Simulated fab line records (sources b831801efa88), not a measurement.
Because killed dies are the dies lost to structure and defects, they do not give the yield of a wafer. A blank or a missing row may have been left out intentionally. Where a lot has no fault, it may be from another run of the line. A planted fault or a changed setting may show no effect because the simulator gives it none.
Code-filled problem report in 8D (eight disciplines) form ; flow gf180mcu ; the parts of the form that need people (team, actions taken, sign-off) are left out

## 1. THE PROBLEM
MIM_CVD_05_THK at GF_MIM_THK_MEAS_06 reads a mean of 50.5 nm on 5 wafers of 3 lots; wafers without a fault read 41.8 nm with a standard deviation of 0.55. That is +16 standard deviations from the usual mean.
First seen on wafer L140.2, day 26 02:20, on film-metro-04. The record has a number at this step for 36 wafers belonging to 13 lots. Rule for "out" (also "out of limits"): further than 4 standard deviations from the usual mean. All remaining wafers that have a number are taken as sound.

## 2. WHAT IT IS AND WHAT IT IS NOT
question;is;is not
which readings at this step;MIM_CVD_05_THK;-
which lots;L140, L141, L143;L135, L137, L148, L150, L153, L154, L155, L156, L157, L158
which wafers of those lots;L140.2, L140.4, L141.2, L141.4, L143.4;L143.6
read on which gauges;film-metro-01, film-metro-04;film-metro-03
when;from day 26 02:20;"up to then (6 sound wafers); but 25 sound wafers of L143, L148, L150, L153, L154, L155, L156, L157, L158 came after"

## 3. THE SUSPECTS, EACH WITH WHAT RULES IT OUT
Counting: any tool at a process step up to the reading remains a suspect provided it ran every lot that is out. Sound lots after the first of them don't rule it out here, since some wafers of a struck lot are sound.
- ruled out: the gauge at GF_MIM_THK_MEAS_06. The wafers that are out were read on 2 gauges (film-metro-01, film-metro-04).
- pecvd-01 at GF_MIM_CVD_05 (deposits Si3N4, target thk 42 nm, time 29.086 s): kept. It processed each lot that is out (first: L140, day 26 02:17); up to then, its last sound lot is L137 (day 25 06:07).
After counting, what remains is pecvd-01 at GF_MIM_CVD_05.

## 4. THE CAUSE (what the simulator had put in)
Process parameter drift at GF_MIM_CVD_05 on pecvd-01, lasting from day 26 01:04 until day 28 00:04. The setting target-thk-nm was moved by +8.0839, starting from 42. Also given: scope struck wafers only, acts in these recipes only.
After counting, this tool was the only one left.

## 5. THE CHAIN OF EFFECTS, in route order
One row per reading whose mean, taken over the struck wafers that have a number, lies over 3 standard deviations from the usual. Only readings whose record carries a usual standard deviation are examined. hours: median over the lots of the time between each lot's start at the first step of this table that gives one and its start at this step. sigmas: the change, counted in usual standard deviations.
hours;step;reading;usual;on struck wafers;change;sigmas
0;GF_MIM_THK_MEAS_06;MIM_CVD_05_THK;41.8 nm;50.5;+8.7;+16
Later steps that measure or inspect, where all struck wafers having a row at the step show a number for every such reading and not one has moved that far: GF_MIM_THK_MEAS_11.

## 6. HOW IT WOULD HAVE BEEN CAUGHT EARLIER
In this record the first reading out of limits at a measuring or inspecting step was taken at day 26 02:20, 1 hour after the fault began at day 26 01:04.
No tool reading at GF_MIM_CVD_05 that has a usual standard deviation in the record was out on any struck wafer, so an alarm limit of 4 standard deviations on those readings would not have fired.
Of the lots that are out (3), L141, L143 began GF_MIM_CVD_05 on pecvd-01 after day 26 02:20. A hold on the tool at that time would have spared those 2.
